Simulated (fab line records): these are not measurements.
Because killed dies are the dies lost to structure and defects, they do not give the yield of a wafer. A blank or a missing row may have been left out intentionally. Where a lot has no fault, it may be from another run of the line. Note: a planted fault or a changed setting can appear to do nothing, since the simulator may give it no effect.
2 desks looking at one fault    flow sky130    numbers are kept per desk, each desk with only its own; the story behind them comes last

== DESK OF THE TOOL OWNER: cvd_w-02 ==
The tool's own readings at SKY_CONTACT_CVD_24 (deposits W, target thk 340 nm, time 102.12 s): means of the sampled wafers that have a number, for each lot that ran on this tool. If a lot's mean is further than 4 standard deviations from the usual mean, the lot is out of limits and carries the mark OUT (the distance appears in the brackets).
Columns: A = heater_power_w at SKY_CONTACT_CVD_24, usual 834 W
lot   first seen here  A
L702  day 31 21:30     824
L703  day 32 08:02     822
L706  day 33 08:08     837
L710  day 34 10:48     829
L712  day 35 05:05     849
L713  day 35 15:28     844
L724  day 38 19:52     853
This desk's verdict: no lot among the 7 shows anything out of limits.

== THE METROLOGY DESK ==
Means of the sampled wafers that have a number, per lot and without regard to the tool the lot ran on: this is what the gauges read. If a lot's mean is further than 4 standard deviations from the usual mean, the lot is out of limits and carries the mark OUT (the distance appears in the brackets).
Columns: A = CONTACT_BOW at SKY_CONTACT_BOW_MEAS_05, usual 80 um; B = CONTACT_W_RS at SKY_CONTACT_RS_MEAS_25, usual 0.337 ohm/sq; C = CONTACT_W_THK at SKY_CONTACT_THK_MEAS_26, usual 333 nm
lot   first seen here  A   B                C
L702  day 30 16:52     79  0.333            336
L703  day 31 03:23     76  0.335            333
L704  day 31 09:47     79  0.340            330
L705  day 32 00:37     89  0.334            336
L706  day 32 05:20     80  0.339            330
L710  day 33 08:03     93  0.334            333
L712  day 34 02:17     74  0.440 (+31) OUT  276 (-15) OUT
L713  day 34 11:44     76  0.442 (+32) OUT  270 (-17) OUT
L721  day 36 15:35     74  0.340            335
L722  day 37 00:28     89  0.338            331
L724  day 37 17:48     84  0.335            334
This desk finds L712, L713 out of limits, with the earliest case on L712 at day 35 05:12 (CONTACT_W_RS at SKY_CONTACT_RS_MEAS_25). L702, L703, L704, L705, L706, L710, L721, L722, L724: within limits.

== PUT TOGETHER ==
An alarm was possible from the metrology desk at day 35 05:12, on L712, L713.
Nothing out of limits was seen by the tool owner's desk.
On record at the tool owner's desk: L712, L713, within its limits.
SKY_CONTACT_CVD_24 was run on cvd_w-02 by each of the lots named.

== WHAT THE SIMULATOR HAD INSERTED ==
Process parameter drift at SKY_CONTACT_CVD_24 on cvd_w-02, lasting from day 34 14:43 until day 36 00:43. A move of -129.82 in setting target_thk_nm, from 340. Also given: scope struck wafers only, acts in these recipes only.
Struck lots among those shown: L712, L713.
Time in hours between the start of the fault and the first out-of-limits reading at each desk: metrology desk, 14.
